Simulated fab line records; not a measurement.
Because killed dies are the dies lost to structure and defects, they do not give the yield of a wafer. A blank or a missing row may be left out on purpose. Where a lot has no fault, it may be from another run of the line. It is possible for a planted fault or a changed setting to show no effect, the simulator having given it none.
Commonality check across tools | flow sky130 | Sample size 10 lots and 30 wafers

== WHY IT WAS OPENED ==
Of 10 lots, 4 have the reading POLY_GATE_CVD_03_THK flagged at SKY_POLY_GATE_THK_MEAS_04. Wafers without a fault read 74.7 nm, standard deviation 0.55.
Rule: a lot is flagged when every wafer of it that has a number lies more than 4 standard deviations from that mean, or none has a number. The other lots count as sound.

lot  | measured     | on            | POLY_GATE_CVD_03_THK (nm), wafer by wafer | flag
L795 | day 15 07:12 | film_metro-01 | 74.1 74.3 74.2                            |
L796 | day 15 13:50 | film_metro-04 | 75.4 74.8 74.8                            |
L799 | day 16 16:02 | film_metro-04 | 75.8 74.5 74.9                            |
L800 | day 16 23:35 | film_metro-04 | 74.3 74.2 74.3                            |
L804 | day 18 14:47 | film_metro-01 | 74.4 74.6 74.1                            |
L810 | day 20 13:57 | film_metro-04 | 75.1 74.4 74.3                            |
L813 | day 21 21:18 | film_metro-03 | 53.9 53.9 54.0                            | FLAGGED
L814 | day 22 03:10 | film_metro-01 | 54.1 54.0 54.8                            | FLAGGED
L815 | day 22 13:38 | film_metro-01 | 53.9 53.3 54.1                            | FLAGGED
L816 | day 22 16:11 | film_metro-04 | 54.7 54.4 54.2                            | FLAGGED
Average over the flagged lots: 54.1 nm; offset from the usual -20.6 nm, equal to -37 standard deviations.

== WHICH TOOL RAN EACH LOT ==
The record holds 1 process step before the reading, out of a route of 708 steps. Every cell lists first the tool, next ch and the chambers used by the sampled wafers, and last the start.
lot  | flag    | SKY_POLY_GATE_CVD_03
L795 |         | lpcvd-02 ch 1, day 15 05:49
L796 |         | lpcvd-02 ch 1, day 15 12:28
L799 |         | lpcvd-02 ch 1, day 16 14:40
L800 |         | lpcvd-02 ch 0, day 16 21:32
L804 |         | lpcvd-02 ch 0, day 18 13:26
L810 |         | lpcvd-02 ch 0, day 20 12:35
L813 | FLAGGED | lpcvd-02 ch 1, day 21 19:56
L814 | FLAGGED | lpcvd-02 ch 1, day 22 01:49
L815 | FLAGGED | lpcvd-02 ch 1, day 22 11:35
L816 | FLAGGED | lpcvd-02 ch 0, day 22 14:50
What the steps here do:
- SKY_POLY_GATE_CVD_03: deposits Si3N4 from DCS/NH3, target thk 75 nm, time 1290 s.
- SKY_POLY_GATE_THK_MEAS_04

== FLAGGED OVER TOTAL, TOOL BY TOOL (the gauges that took the reading come last) ==
step                      | tool          | lots run | flagged | share of the flagged lots | sound lots run after its first flagged lot
SKY_POLY_GATE_CVD_03      | lpcvd-02      | 10       | 4       | all                       | 0
SKY_POLY_GATE_THK_MEAS_04 | film_metro-01 | 4        | 2       | some                      | 0
SKY_POLY_GATE_THK_MEAS_04 | film_metro-03 | 1        | 1       | some                      | 0
SKY_POLY_GATE_THK_MEAS_04 | film_metro-04 | 5        | 1       | some                      | 0

== THE TABLE: WHAT IT ALLOWS ==
In the table, 1 row covers all flagged lots: lpcvd-02 at SKY_POLY_GATE_CVD_03.
- lpcvd-02 at SKY_POLY_GATE_CVD_03: 4 of its 10 lots flagged. A fault beginning between L810 (day 20 12:35), its last sound lot, and L813 (day 21 19:56), its first flagged one, fits the data.
Left over: one tool, lpcvd-02 at SKY_POLY_GATE_CVD_03.

== WHAT THE SIMULATOR HAD PUT IN ==
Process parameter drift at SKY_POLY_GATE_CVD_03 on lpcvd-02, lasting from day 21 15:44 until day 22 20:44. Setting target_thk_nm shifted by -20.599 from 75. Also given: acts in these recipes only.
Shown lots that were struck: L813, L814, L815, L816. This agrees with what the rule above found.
